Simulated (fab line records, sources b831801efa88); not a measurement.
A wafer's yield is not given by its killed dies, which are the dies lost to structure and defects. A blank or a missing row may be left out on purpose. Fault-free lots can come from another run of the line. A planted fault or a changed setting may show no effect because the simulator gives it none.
8D (eight disciplines) problem report, filled in by code | flow gf180mcu | the parts of the form that need people (team, actions taken, sign-off) are left out

## 1. PROBLEM STATEMENT
PASSIVATION_CVD_02_THK at GF_PASSIVATION_THK_MEAS_03 reads a mean of 1140 nm on 2 wafers of 2 lots; wafers without a fault read 702 nm with a standard deviation of 9.7. That puts it +45 standard deviations away from the usual mean.
First seen on wafer L150.2, day 32 17:32, on film metro-03. The record holds 36 wafers of 12 lots with a number at this step. Rule for "out", or "out of limits": more than 4 standard deviations from the usual mean. All remaining wafers that have a number are taken as sound.

## 2. WHAT IT IS, WHAT IT ISN'T
question                    | is                           | is not
which readings at this step | PASSIVATION_CVD_02_THK       | -
which lots                  | L150, L152                   | L134, L135, L138, L139, L140, L142, L149, L154, L156, L157
which wafers of those lots  | L150.2, L152.6               | L150.1, L150.3, L152.3, L152.5
read on which gauges        | film metro-01, film metro-03 | film metro-02
when                        | from day 32 17:32            | up to then (23 sound wafers); but 11 sound wafers of L152, L154, L156, L157 came after

## 3. WHAT RULES OUT EACH SUSPECT
Counting: any tool at a process step up to the reading remains a suspect provided it ran every lot that is out. Sound lots after the first of them don't rule it out here, since some wafers of a struck lot are sound.
- the gauge at GF_PASSIVATION_THK_MEAS_03 is ruled out. Those wafers that are out were read across 2 gauges (film metro-01, film metro-03).
- rie diel-04 at GF_V5_ETCH_16 (etches BARC in N2/H2): kept. Ran every lot that is out, first one L150 (day 31 21:45); last sound lot up to then L149 (day 31 20:04).
- pecvd-03 at GF_PASSIVATION_CVD_02 (deposits Si3N4, target thk 700 nm, time 486.18 s): kept. Ran every lot that is out, first one L150 (day 32 17:16); last sound lot up to then L149 (day 32 15:42).
After counting, rie diel-04 at GF_V5_ETCH_16 and pecvd-03 at GF_PASSIVATION_CVD_02 remain.

## 4. THE CAUSE (what the simulator had put in)
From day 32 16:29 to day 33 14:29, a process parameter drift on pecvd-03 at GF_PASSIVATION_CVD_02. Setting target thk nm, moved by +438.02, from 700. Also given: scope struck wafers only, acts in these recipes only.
This tool is one of the 2 suspects left after counting.

## 5. THE EFFECT CHAIN, in route order
Each row: a reading whose mean over the struck wafers that have a number lies more than 3 standard deviations from the usual. Readings are gone through only where the record gives a usual standard deviation; hours: the median, over the lots, of the time from a lot's start at the first step in this table giving one to that lot's start at this step; sigmas: the change measured in usual standard deviations.
hours | step                       | reading                | usual  | on struck wafers | change | sigmas
0     | GF_PASSIVATION_THK_MEAS_03 | PASSIVATION_CVD_02_THK | 702 nm | 1140             | +438   | +45
18    | GF_PASSIVATION_PROBE_99    | defect limited yield   | 90.4 % | 0.7              | -89.7  | -64
18    | GF_PASSIVATION_PROBE_99    | killed at other        | 0.1    | 445.0            | +444.9 | +99 or more
18    | GF_PASSIVATION_PROBE_99    | killed dies            | 47     | 488              | +442   | +64
18    | GF_PASSIVATION_PROBE_99    | killed on rim          | 8.8    | 94.0             | +85.2  | +32
18    | GF_PASSIVATION_PROBE_99    | sort_bin_5_function    | 5.6 %  | 95.8             | +90.2  | +82
18    | GF_PASSIVATION_PROBE_99    | sort n pass            | 445    | 4                | -442   | -64
18    | GF_PASSIVATION_PROBE_99    | sort yield pct         | 90.4 % | 0.7              | -89.7  | -64
Its process steps:
- GF_PASSIVATION_PROBE_99

## 6. WHAT WOULD HAVE CAUGHT IT SOONER
In this record the first reading out of limits at a measuring or inspecting step was taken at day 32 17:32, 1 hour after the fault began at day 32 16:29.
Tool readings at GF_PASSIVATION_CVD_02 with a usual standard deviation given in the record: none out on any struck wafer, hence no alarm at a limit of 4 standard deviations on them.
L152, from the lots that are out (2), started GF_PASSIVATION_CVD_02 on pecvd-03 later than day 32 17:32. Putting the tool on hold at that point would have spared it.
